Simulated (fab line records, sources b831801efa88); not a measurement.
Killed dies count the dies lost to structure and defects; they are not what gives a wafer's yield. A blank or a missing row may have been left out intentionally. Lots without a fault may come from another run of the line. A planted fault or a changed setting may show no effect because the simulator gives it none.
fab line records ; flow sky130
[record] lots = 14; wafers = 40; lastDay = 49
route steps=708 shown FIELD_ISO@3 NWELL@81 VT_ADJUST_PCH@153 POLY_GATE@231
lots untouched by any fault: they come from a run of this same line in which no faults occurred
startH: start of the lot's first displayed wafer, in hours after the record's first day ; waitH: hours elapsed since this lot's preceding step ; " same as the row above ; L1.1+2: a row that stands for several wafers ; - no value present, or no start provided ; * or withheld: withheld ; < > ~ a bound
route shown NAME@n: a module of which the file shows steps, and the number in the route of the first ; usual: the fault-free wafers' mean and standard deviation ; same: alike in all rows ; chamber/n: place in a boat ; sites: each site's reading ; _std_site: their standard deviation ; _edge_site: mean of outer sites minus mean of inner sites ; radiusMm: how far each site lies from the wafer's centre ; mask NAME#n: copy n ; behind: the last tool/chamber to shape the wafer ; hold: what put the lot on hold/how long, in hours/how the hold closed ; device: transistor that didn't switch, given as n, p or np ; end of line: the same wafers' tests at the end of the route ; a step without rows: its recipe alone ; killed: dies that structure and defects cost at the first sort, which is not the same as the wafer's yield ; map: the dies of a wafer, with x for killed, . for not killed, _ for no die there
set.NAME: the run value of the setting; set.NAME@STEP: its run value at that earlier step ; model.NAME: the simulator's own value behind a step, which no gauge read
one table for each step of the route and one row for each wafer, over a sample of lots
services: a tool's chamber out of use, with start hour (startH, from the record's first day; less than 0 if before it), hours out, and reason
[[steps]]
[step SKY_FIELD_ISO_THK_MEAS_02]
[recipe] reads = SiO2_of_FIELD_ISO_OXIDATION_01
[usual] FIELD_ISO_OXIDATION_00_THK = 12.02/0.25
lot.wafer;tool;chamber;startH;waitH;FIELD_ISO_OXIDATION_00_THK[nm]
L866.2;filmMetro-01;-;12.08;0.0;11.74
L866.3;filmMetro-01;-;12.08;0.0;11.90
L866.6;filmMetro-01;-;12.08;0.0;11.97
L867.1;filmMetro-04;-;16.63;0.0;12.06
L867.5;filmMetro-04;-;16.63;0.0;11.91
L867.6;filmMetro-04;-;16.63;0.0;11.94
L869.1;filmMetro-04;-;28.32;0.0;11.93
L869.3;filmMetro-04;-;28.32;0.0;11.95
L869.6;filmMetro-04;-;28.32;0.0;11.83
L870.1;filmMetro-03;-;33.25;0.0;12.21
L870.4;filmMetro-03;-;33.25;0.0;12.14
L870.6;filmMetro-03;-;33.25;0.0;12.03
L872.1;filmMetro-03;-;42.70;0.0;11.98
L872.3;filmMetro-03;-;42.70;0.0;11.96
L872.6;filmMetro-03;-;42.70;0.0;11.94
L874.3;filmMetro-04;-;51.65;0.0;11.77
L874.4;filmMetro-04;-;51.65;0.0;11.89
L874.5;filmMetro-04;-;51.65;0.0;11.85
L875.1;filmMetro-04;-;57.36;0.0;11.74
L875.5;filmMetro-04;-;57.36;0.0;11.74
L875.6;filmMetro-04;-;57.36;0.0;11.56
L876.1;filmMetro-01;-;61.76;0.0;12.35
L876.2;filmMetro-01;-;61.76;0.0;12.11
L876.6;filmMetro-01;-;61.76;0.0;12.48
L877.1;filmMetro-03;-;67.33;0.0;11.94
L877.3;filmMetro-03;-;67.33;0.0;12.06
L877.5;filmMetro-03;-;67.33;0.0;12.22
L878.1;filmMetro-01;-;75.52;0.0;12.13
L878.2;filmMetro-01;-;75.52;0.0;11.96
L878.6;filmMetro-01;-;75.52;0.0;11.79
L879.2;filmMetro-01;-;82.64;0.0;12.36
L879.5;filmMetro-01;-;82.64;0.0;12.09
L879.6;filmMetro-01;-;82.64;0.0;12.33
L882.2;filmMetro-01;-;94.25;0.0;12.71
L882.4;filmMetro-01;-;94.25;0.0;12.51
L882.6;filmMetro-01;-;94.25;0.0;12.29
L883.1;filmMetro-03;-;97.53;0.0;11.59
L883.4;filmMetro-03;-;97.53;0.0;11.66
L885.4;filmMetro-03;-;106.66;0.0;12.23
L885.6;filmMetro-03;-;106.66;0.0;12.07
[step SKY_NWELL_RTA_28]
[recipe] tempC = 1050; timeS = 30; idleTempC = 650; rampUpCPerS = 150; rampDownCPerS = 90; ambient = N2
[usual] chamberO2Ppm = 2.000/0.022; lampPowerPct = 25.31/0.051; wafer_temp_C_max = 1055.0/0.92
lot.wafer;tool;chamber;startH;waitH;chamberO2Ppm;lampPowerPct;wafer_temp_C_max
L866.2;rtpAnneal-02;0;99.04;0.0;1.977;25.30;1054.5
L866.3;rtpAnneal-02;0;99.04;0.0;1.982;25.23;1054.4
L866.6;rtpAnneal-02;0;99.04;0.0;2.018;25.38;1054.5
L867.1;rtpAnneal-01;0;104.92;0.0;1.962;25.31;1054.9
L867.5;rtpAnneal-01;0;104.92;0.0;2.001;25.33;1054.7
L867.6;rtpAnneal-01;0;104.92;0.0;1.994;25.34;1055.0
L869.1;rtpAnneal-01;0;119.82;0.0;2.043;25.21;1054.1
L869.3;rtpAnneal-01;0;119.82;0.0;1.994;25.33;1054.3
L869.6;rtpAnneal-01;0;119.82;0.0;2.003;25.33;1055.0
L870.1;rtpAnneal-01;0;125.85;0.0;2.026;25.27;1055.9
L870.4;rtpAnneal-01;0;125.85;0.0;2.021;25.28;1054.9
L870.6;rtpAnneal-01;0;125.85;0.0;1.997;25.30;1054.4
L872.1;rtpAnneal-02;0;147.03;0.0;1.987;25.25;1054.9
L872.3;rtpAnneal-02;0;147.03;0.0;2.004;25.37;1053.9
L872.6;rtpAnneal-02;0;147.03;0.0;2.009;25.24;1055.8
L875.1;rtpAnneal-02;0;169.91;0.0;1.959;25.26;1054.5
L875.5;rtpAnneal-02;0;169.91;0.0;1.975;25.32;1057.3
L875.6;rtpAnneal-02;0;169.91;0.0;1.999;25.29;1055.2
L874.3;rtpAnneal-01;0;170.21;0.0;2.015;25.29;1054.1
L874.4;rtpAnneal-01;0;170.21;0.0;1.968;25.31;1056.6
L874.5;rtpAnneal-01;0;170.21;0.0;1.997;25.33;1053.9
L876.1;rtpAnneal-02;0;172.70;0.0;1.991;25.35;1054.5
L876.2;rtpAnneal-02;0;172.70;0.0;2.029;25.38;1055.6
L876.6;rtpAnneal-02;0;172.70;0.0;1.991;25.36;1054.3
L877.1;rtpAnneal-01;0;177.30;0.0;2.040;25.36;1055.3
L877.3;rtpAnneal-01;0;177.30;0.0;2.034;25.24;1053.6
L877.5;rtpAnneal-01;0;177.30;0.0;2.025;25.26;1056.6
L878.1;rtpAnneal-02;0;180.60;0.0;2.074;25.32;1053.4
L878.2;rtpAnneal-02;0;180.60;0.0;2.034;25.35;1053.7
L878.6;rtpAnneal-02;0;180.60;0.0;2.049;25.28;1054.2
L879.2;rtpAnneal-01;0;191.82;0.0;2.021;25.35;1055.5
L879.5;rtpAnneal-01;0;191.82;0.0;1.974;25.34;1054.0
L879.6;rtpAnneal-01;0;191.82;0.0;2.010;25.30;1053.0
L882.2;rtpAnneal-02;0;203.68;0.0;2.012;25.25;1053.9
L882.4;rtpAnneal-02;0;203.68;0.0;1.966;25.32;1054.1
L882.6;rtpAnneal-02;0;203.68;0.0;1.981;25.26;1055.5
L883.1;rtpAnneal-02;0;207.93;0.0;2.006;25.28;1055.7
L883.4;rtpAnneal-02;0;207.93;0.0;2.009;25.29;1054.9
L885.4;rtpAnneal-02;0;217.72;0.1;1.978;25.29;1055.1
L885.6;rtpAnneal-02;0;217.72;0.1;1.995;25.29;1055.2
[step SKY_VT_ADJUST_PCH_TW_MEAS_10]
[usual] VT_ADJUST_PCH_TW = 142.3/2
lot.wafer;tool;chamber;startH;waitH;VT_ADJUST_PCH_TW
L866.2;filmMetro-02;-;218.34;0.1;142.6
L866.3;filmMetro-02;-;218.34;0.1;143.1
L866.6;filmMetro-02;-;218.34;0.1;142.7
L867.1;filmMetro-04;-;226.32;0.1;145.3
L867.5;filmMetro-04;-;226.32;0.1;144.1
L867.6;filmMetro-04;-;226.32;0.1;144.6
L869.1;filmMetro-01;-;241.72;0.1;139.4
L869.3;filmMetro-01;-;241.72;0.1;139.6
L869.6;filmMetro-01;-;241.72;0.1;139.6
L870.1;filmMetro-01;-;249.63;0.1;139.4
L870.4;filmMetro-01;-;249.63;0.1;139.5
L870.6;filmMetro-01;-;249.63;0.1;138.9
L872.1;filmMetro-01;-;278.21;0.1;140.7
L872.3;filmMetro-01;-;278.21;0.1;139.4
L872.6;filmMetro-01;-;278.21;0.1;140.3
L875.1;filmMetro-01;-;318.39;0.1;139.8
L875.5;filmMetro-01;-;318.39;0.1;140.4
L875.6;filmMetro-01;-;318.39;0.1;139.6
L874.3;filmMetro-04;-;318.55;0.1;144.3
L874.4;filmMetro-04;-;318.55;0.1;144.8
L874.5;filmMetro-04;-;318.55;0.1;144.4
L876.1;filmMetro-02;-;318.97;0.1;142.7
L876.2;filmMetro-02;-;318.97;0.1;142.4
L876.6;filmMetro-02;-;318.97;0.1;142.3
L877.1;filmMetro-01;-;319.71;0.1;140.0
L877.3;filmMetro-01;-;319.71;0.1;139.7
L877.5;filmMetro-01;-;319.71;0.1;139.8
L878.1;filmMetro-02;-;321.31;0.1;143.4
L878.2;filmMetro-02;-;321.31;0.1;143.1
L878.6;filmMetro-02;-;321.31;0.1;141.9
L879.2;filmMetro-02;-;338.77;0.1;142.0
L879.5;filmMetro-02;-;338.77;0.1;142.4
L879.6;filmMetro-02;-;338.77;0.1;141.6
L882.2;filmMetro-02;-;351.84;0.1;142.2
L882.4;filmMetro-02;-;351.84;0.1;142.0
L882.6;filmMetro-02;-;351.84;0.1;141.6
L883.1;filmMetro-02;-;360.21;0.1;143.0
L883.4;filmMetro-02;-;360.21;0.1;143.4
L885.4;filmMetro-04;-;368.82;0.1;144.4
L885.6;filmMetro-04;-;368.82;0.1;144.6
[step SKY_POLY_GATE_ETCH_17]
[recipe] targetDepthNm = 180; stopOn = SiO2; overEtchFrac = 0.56667; chemistry = HBr/Cl2; target = poly-Si; icpW = 400; biasW = 100; pressureMtorr = 10; HBr_flow_sccm = 150; Cl2_flow_sccm = 50; timeS = 70.5
[usual] drypumpMotorCurrentA = 5.5/0.31; oesProductAu = 0.987/0.0086; overEtchFrac = 0.56667/0; throttleValvePct = 33.685/0.0091
lot.wafer;tool;chamber;startH;waitH;drypumpMotorCurrentA;oesProductAu;overEtchFrac;rfHoursCounterH;throttleValvePct
L866.2;rieSi-01;1;380.79;0.0;5.7;0.992;0.56667;0;33.682
L866.3;rieSi-01;0;380.79;0.0;5.4;1.005;0.56667;59;33.694
L866.6;rieSi-01;2;380.79;0.0;5.4;0.991;0.56667;-;33.702
L867.1;rieSi-02;3;380.91;0.0;5.1;0.989;0.56667;5;33.679
L867.5;rieSi-02;3;380.91;0.0;5.1;0.987;0.56667;-;33.696
L867.6;rieSi-02;0;380.91;0.0;5.4;0.997;0.56667;-;33.657
L869.1;rieSi-01;1;412.34;0.0;5.7;0.984;0.56667;0;33.670
L869.3;rieSi-01;2;412.34;0.0;5.4;0.997;0.56667;2;33.680
L869.6;rieSi-01;2;412.34;0.0;5.4;1.000;0.56667;-;33.680
L870.1;rieSi-02;2;412.41;0.0;6.0;0.984;0.56667;6;33.668
L870.4;rieSi-02;0;412.41;0.0;5.5;0.994;0.56667;11;33.686
L870.6;rieSi-02;3;412.41;0.0;5.1;0.987;0.56667;-;33.685
L872.1;rieSi-02;1;449.89;0.0;5.1;1.001;0.56667;56;33.682
L872.3;rieSi-02;2;449.89;0.0;6.0;0.991;0.56667;6;33.680
L872.6;rieSi-02;0;449.89;0.0;5.4;1.000;0.56667;-;33.700
L875.1;rieSi-02;2;471.16;0.0;6.0;0.980;0.56667;6;33.690
L875.5;rieSi-02;2;471.16;0.0;6.0;0.982;0.56667;-;33.675
L875.6;rieSi-02;1;471.16;0.0;5.1;0.984;0.56667;-;33.688
L874.3;rieSi-01;2;474.36;0.0;5.4;0.987;0.56667;3;33.687
L874.4;rieSi-01;0;474.36;0.0;5.4;0.995;0.56667;60;33.682
L874.5;rieSi-01;1;474.36;0.0;5.7;0.984;0.56667;-;33.695
L876.1;rieSi-02;2;475.86;0.0;6.0;0.986;0.56667;6;33.682
L876.2;rieSi-02;3;475.86;0.0;5.1;0.989;0.56667;6;33.708
L876.6;rieSi-02;1;475.86;0.0;5.1;0.993;0.56667;-;33.683
L877.1;rieSi-01;0;477.16;0.0;5.5;1.004;0.56667;60;33.691
L877.3;rieSi-01;1;477.16;0.0;5.7;0.981;0.56667;1;33.691
L877.5;rieSi-01;0;477.16;0.0;5.5;0.997;0.56667;-;33.687
L878.1;rieSi-02;0;479.78;0.0;5.4;0.985;0.56667;12;33.693
L878.2;rieSi-02;3;479.78;0.0;5.1;0.980;0.56667;6;33.665
L878.6;rieSi-02;1;479.78;0.0;5.1;0.997;0.56667;-;33.667
L879.2;rieSi-02;0;505.31;0.0;5.4;0.998;0.56667;12;33.679
L879.5;rieSi-02;0;505.31;0.0;5.4;0.993;0.56667;-;33.689
L879.6;rieSi-02;3;505.31;0.0;5.1;0.983;0.56667;-;33.688
L882.2;rieSi-02;1;517.39;0.0;5.1;0.990;0.56667;0;33.680
L882.4;rieSi-02;2;517.39;0.0;6.0;0.993;0.56667;6;33.668
L882.6;rieSi-02;1;517.39;0.0;5.1;0.982;0.56667;-;33.696
L883.1;rieSi-01;3;523.26;0.0;5.8;0.980;0.39514;6;33.673
L883.4;rieSi-01;1;523.26;0.0;5.7;1.012;0.39514;1;33.681
L885.4;rieSi-01;0;533.58;0.0;5.4;1.009;0.39514;0;33.682
L885.6;rieSi-01;2;533.58;0.0;5.4;0.992;0.56667;-;33.692
[[services]]
tool;chamber;startH;hours;kind
rieSi-01;2;108.53;-;clean
rieSi-01;2;108.53;19.6;scheduledDown
rieSi-01;2;108.53;19.6;ventCycle
rieSi-01;-;140.20;2.8;pm
rieSi-01;0;168.51;1.2;repair
rieSi-02;2;204.27;5.1;repair
rieSi-01;0;208.92;10.2;repair
rieSi-02;0;256.47;1.8;repair
rtpAnneal-02;-;312.78;2.9;pm
rieSi-01;1;328.82;-;clean
rieSi-01;1;328.82;17.8;scheduledDown
rieSi-01;1;328.82;17.8;ventCycle
rieSi-01;-;370.31;0.2;repair
rieSi-02;1;437.70;8.4;repair
rieSi-01;0;484.84;11.9;repair
rieSi-02;1;493.93;-;clean
rieSi-02;1;493.93;18.3;scheduledDown
rieSi-02;1;493.93;18.3;ventCycle
rieSi-01;0;496.71;-;clean
rieSi-01;0;496.71;12.4;scheduledDown
rieSi-01;0;496.71;12.4;ventCycle
[[key]]
[firstSign] step = SKY_POLY_GATE_ETCH_17; reading = overEtchFrac; direction = down; sigmas = 99+; usual = 0.56667; struck = 0.39514
effect none on later readings
metAt SKY_POLY_GATE_ETCH_17
struckLots L883,L885
struckWafers L883.1,L883.4,L885.4
laterRowsLeftOut L883.1,L883.4,L885.4
sortLeftOut L883.1,L883.4,L885.4
testerLeftOut L883,L885
notActingAt SKY_FIELD_ISO_THK_MEAS_02,SKY_NWELL_RTA_28,SKY_VT_ADJUST_PCH_TW_MEAS_10
onsetBetween 477.16 523.26
[fault] kind = processParameterDrift; tool = rieSi-01; chamber = -; onsetH = 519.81; steps = SKY_POLY_GATE_ETCH_17; channel = overEtchFrac; offset = -0.17153; shape = step; endH = 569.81; scope = struckWafersOnly; stated = 0.56667
// testerLeftOut: of these lots the tester's yield and bins aren't shown, on N5 and GAA mostly nor the transistor test; their killed dies are dies lost to structure and defects alone, not to doping, threshold or leakage, so they don't give the yield
// sortLeftOut: the simulated sort isn't trusted on such a fault, so these wafers' sort isn't shown, and their yield isn't known
// laterRowsLeftOut: the simulator's readings of these wafers behind a module that went badly wrong aren't trusted and aren't shown, but for the sort
